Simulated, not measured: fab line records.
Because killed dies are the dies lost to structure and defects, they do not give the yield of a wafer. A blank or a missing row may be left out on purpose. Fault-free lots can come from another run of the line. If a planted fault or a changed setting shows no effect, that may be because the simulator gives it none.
A single fault, viewed from 2 desks || flow sfq-line || every desk sees just its own numbers, and what lay behind them comes last

## THE TOOL OWNER'S DESK: rie-diel-02
The tool's own readings at SFQ_TRILAYER_I3_VIA_BARC_OPEN_VIA_ETCH_121 (etches BARC in O2, target depth 125 nm, time 41.7 s): means of the sampled wafers that have a number, for each lot that ran on this tool. If a lot's mean is further than 4 standard deviations from the usual mean, the lot is out of limits and carries the mark OUT (the distance appears in the brackets).
Columns: A = drypump-motor-current-A at SFQ_TRILAYER_I3_VIA_BARC_OPEN_VIA_ETCH_121, usual 5.6 A; B = oes-product-au at SFQ_TRILAYER_I3_VIA_BARC_OPEN_VIA_ETCH_121, usual 0.685 a.u.; C = run-length-s at SFQ_TRILAYER_I3_VIA_BARC_OPEN_VIA_ETCH_121, usual 70.2 s
{"lot": "L457", "first seen here": "day 40 01:34", "A": 5.7, "B": "0.665 (-4.1) OUT", "C": "73.7 (+9.3) OUT"}
{"lot": "L461", "first seen here": "day 41 14:51", "A": 5.8, "B": "0.640 (-9.4) OUT", "C": "77.3 (+19) OUT"}
{"lot": "L462", "first seen here": "day 41 21:33", "A": 5.3, "B": "0.659 (-5.4) OUT", "C": "74.1 (+11) OUT"}
{"lot": "L471", "first seen here": "day 44 13:04", "A": 5.3, "B": 0.692, "C": 70.2}
{"lot": "L472", "first seen here": "day 44 17:52", "A": 5.3, "B": 0.686, "C": 70.2}
Finding of this desk: L457, L461, L462 out of limits; the first was L457 at day 40 01:34, on oes-product-au at SFQ_TRILAYER_I3_VIA_BARC_OPEN_VIA_ETCH_121. Within limits: L471, L472.

## THE METROLOGY DESK
What the gauges read for every lot (on any tool): the sampled wafers with a number, averaged. If a lot's mean is further than 4 standard deviations from the usual mean, the lot is out of limits and carries the mark OUT (the distance appears in the brackets).
Columns: A = I3_BOW at SFQ_I3_BOW_MEAS_922, usual 2 um; B = I3_OVL at SFQ_I3_OVL_MEAS_923, usual 0 nm
{"lot": "L451", "first seen here": "day 29 06:12", "A": -5, "B": 8}
{"lot": "L457", "first seen here": "day 34 11:37", "A": -6, "B": 5}
{"lot": "L461", "first seen here": "day 35 18:14", "A": 6, "B": 4}
{"lot": "L462", "first seen here": "day 36 03:08", "A": 6, "B": -2}
{"lot": "L469", "first seen here": "day 38 09:13", "A": 15, "B": 3}
{"lot": "L471", "first seen here": "day 38 15:38", "A": 3, "B": -5}
{"lot": "L472", "first seen here": "day 38 18:36", "A": 5, "B": -2}
Finding of this desk: none of the 7 lots has anything out of limits.

## PUT TOGETHER
An alarm could have come from the tool owner's desk at day 40 01:34, on L457, L461, L462.
From the metrology desk's view, nothing was out of limits.
The metrology desk has L457, L461, L462 on record, within its limits.
On rie-diel-02, each named lot ran SFQ_TRILAYER_I3_VIA_BARC_OPEN_VIA_ETCH_121.

## WHAT HAD BEEN PUT IN BY THE SIMULATOR
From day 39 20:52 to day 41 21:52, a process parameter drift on rie-diel-02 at SFQ_TRILAYER_I3_VIA_BARC_OPEN_VIA_ETCH_121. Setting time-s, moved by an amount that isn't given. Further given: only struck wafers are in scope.
Lots struck among those shown: L457, L461, L462.
Time in hours from fault onset to the first out-of-limits reading at each desk: the tool owner's desk, 5.
